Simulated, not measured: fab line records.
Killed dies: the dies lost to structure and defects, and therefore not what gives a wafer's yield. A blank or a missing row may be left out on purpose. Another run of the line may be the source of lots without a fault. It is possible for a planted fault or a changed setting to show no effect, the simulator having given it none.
A lot that was struck, set against a sound lot || flow sfq line || 28 out of 325 route steps
Sound: these wafers, L855.3, L855.5, L855.6. Struck: wafer L862.4 (L862.3, L862.6, from the same lot, were not struck and are left out); the cause is given at the end.
Order at every step that has rows: each side's tool, ch and its chambers, its first start. Under that, the readings that differ: sound wafers || struck wafers || difference of the means || sigmas: that difference in standard deviations of wafers without a fault.
alike: a reading whose means differ by less than 2 such deviations, as well as words and numbers matching on both sides. not compared: withheld readings; readings where some wafer has no value; bounds like >300 that might hide an equal value; numbers whose values overlap and for which the record gives no deviation.
Wherever a step has rows on one side only, a row that says differs or no value, or a row with sigmas, the two part there. Numbers that have no deviation but don't overlap get no sigmas and don't part them. A reading missing from all wafers of one side parts the sides only when that side holds two or more wafers.

first, 6 steps without rows for these wafers: SFQ_TRILAYER_M1_LITHO_COAT_044 (resist thk 62 nm); SFQ_TRILAYER_M1_LITHO_COAT_039 (resist thk 600 nm); SFQ_TRILAYER_M1_LITHO_SOFTBAKE_043; SFQ_TRILAYER_M1_LITHO_EXPOSE_040 (exposes mask M1, target cd 500 nm); SFQ_TRILAYER_M1_LITHO_PEB_042 (peb time 60 s); SFQ_TRILAYER_M1_LITHO_DEVELOP_041 (time 60 s).
SFQ_M1_OVL_MEAS_911:
  struck on overlay-02, day 27 18:32; sound on overlay-02, day 24 13:22
  alike: M1_OVL
SFQ_TRILAYER_M1_BARC_OPEN_METAL_ETCH_054: etches BARC in O2, target depth 125 nm, time 41.7 s.
  sound on rie metal-02 ch 0,1, day 24 13:24; struck on rie metal-02 ch 0, day 27 18:35
  alike: drypump motor current A, oes product au
  not compared: rf hours counter h
then, 3 steps without rows for these wafers: SFQ_TRILAYER_M1_ETCH_METAL_ETCH_042 (etches Nb in Cl2/Ar, stops on SiO2, target depth 240 nm, time 120 s); SFQ_TRILAYER_M1_STRIP_STRIP_043 (strips in O2); SFQ_TRILAYER_M1_STRIP_SOLV_CLEAN_044 (cleans in NMP, time 600 s).
SFQ_TRILAYER_I1_DEP_PECVD_045: deposits SiO2 from SiH4/N2O, time 111.11 s, target thk 500 nm.
  sound on pecvd-02 ch 0,2, day 24 14:20; struck on pecvd-03 ch 0, day 27 19:31
{"reading": "throttle valve pct (%)", "sound": "24.0 23.9 24.0", "struck": 26.1, "difference": "+2.1", "sigmas": "+2"}
  alike: chamber pressure Torr, heater power w, susceptor temp C
SFQ_TRILAYER_I1_CMP_CMP_046: polishes SiO2.
  sound on cmp-01 ch 0,1,3, day 24 18:12; struck on cmp-01 ch 0, day 28 01:26
{"reading": "model.SiO2_of_TRILAYER_I1_DEP_PECVD_045.thk nm (nm)", "sound": "199.2 200.8 200.2", "struck": 214.9, "difference": "+14.8", "sigmas": ""}
  alike: motor current A, time to endpoint s
SFQ_I1_BOW_MEAS_912:
  struck on film metro-03, day 28 05:47; sound on film metro-04, day 24 20:14
  not compared: I1_BOW
SFQ_TRILAYER_I1_METRO_MEASURE_047:
  struck on film metro-03, day 28 10:23; sound on film metro-04, day 24 20:43
{"reading": "thk nm (nm)", "sound": "199.2 200.8 200.1", "struck": 214.9, "difference": "+14.9", "sigmas": "+15"}
then, 6 steps without rows for these wafers: SFQ_TRILAYER_I1_VIA_LITHO_COAT_054 (resist thk 62 nm); SFQ_TRILAYER_I1_VIA_LITHO_COAT_049 (resist thk 650 nm); SFQ_TRILAYER_I1_VIA_LITHO_SOFTBAKE_053; SFQ_TRILAYER_I1_VIA_LITHO_EXPOSE_050 (exposes mask I1, target cd 500 nm); SFQ_TRILAYER_I1_VIA_LITHO_PEB_052 (peb time 60 s); SFQ_TRILAYER_I1_VIA_LITHO_DEVELOP_051 (time 60 s).
SFQ_I1_OVL_MEAS_913:
  struck on overlay-01, day 28 16:43; sound on overlay-01, day 25 10:46
  alike: I1_OVL
SFQ_TRILAYER_I1_VIA_BARC_OPEN_VIA_ETCH_071: etches BARC in O2, target depth 125 nm, time 41.7 s.
  sound on rie diel-02 ch 0,2,3, day 25 10:47; struck on rie diel-04 ch 0, day 28 16:44
  alike: drypump motor current A, oes product au
  not compared: rf hours counter h
SFQ_TRILAYER_I1_VIA_ETCH_VIA_ETCH_052: etches SiO2 in CHF3, stops on Nb, target depth 260 nm.
  sound on rie diel-02 ch 0,2,3, day 25 10:49; struck on rie diel-04 ch 0, day 28 16:47
{"reading": "oes product au (a.u.)", "sound": "0.854 0.861 0.858", "struck": 0.889, "difference": "+0.031", "sigmas": "+6"}
{"reading": "model.I1.feature depth nm (nm)", "sound": "199.2 200.8 200.2", "struck": 214.9, "difference": "+14.8", "sigmas": ""}
{"reading": "model.etch.depth nm (nm)", "sound": "199.2 200.8 200.2", "struck": 214.9, "difference": "+14.8", "sigmas": ""}
  alike: drypump motor current A
SFQ_TRILAYER_I1_VIA_STRIP_STRIP_053: strips in O2.
  sound on rie metal-02 ch 0,1, day 25 11:08; struck on rie metal-04 ch 0, day 28 17:05
{"reading": "drypump motor current A (A)", "sound": "6.2 6.4 6.2", "struck": 5.3, "difference": -1.0, "sigmas": -3}
  alike: oes product au, platen temp c
  not compared: rf hours counter h
then, 1 step without rows for these wafers: SFQ_TRILAYER_I1_VIA_STRIP_SOLV_CLEAN_054 (cleans in NMP, time 600 s).
SFQ_TRILAYER_M2_DEP_PRE_CLEAN_056: time 22.5 s.
  struck on pvd sputter-03, day 28 17:42; sound on pvd sputter-03, day 25 11:43
{"reading": "model.SiO2_of_TRILAYER_I1_DEP_PECVD_045.thk nm (nm)", "sound": "191.7 193.3 192.7", "struck": 207.4, "difference": "+14.8", "sigmas": ""}
SFQ_TRILAYER_M2_DEP_SPUTTER_055: material Nb, target thk 200 nm, time 133.3 s.
  struck on pvd sputter-03, day 28 17:44; sound on pvd sputter-03, day 25 11:44
  alike: throttle valve pct

== WHERE THEY PART ==
First at SFQ_TRILAYER_I1_DEP_PECVD_045; last, within this record, at SFQ_TRILAYER_I1_VIA_STRIP_STRIP_053. Later steps at which nothing parts them and some readings are alike: SFQ_TRILAYER_M2_DEP_SPUTTER_055.

WHY: whatever the simulator had introduced
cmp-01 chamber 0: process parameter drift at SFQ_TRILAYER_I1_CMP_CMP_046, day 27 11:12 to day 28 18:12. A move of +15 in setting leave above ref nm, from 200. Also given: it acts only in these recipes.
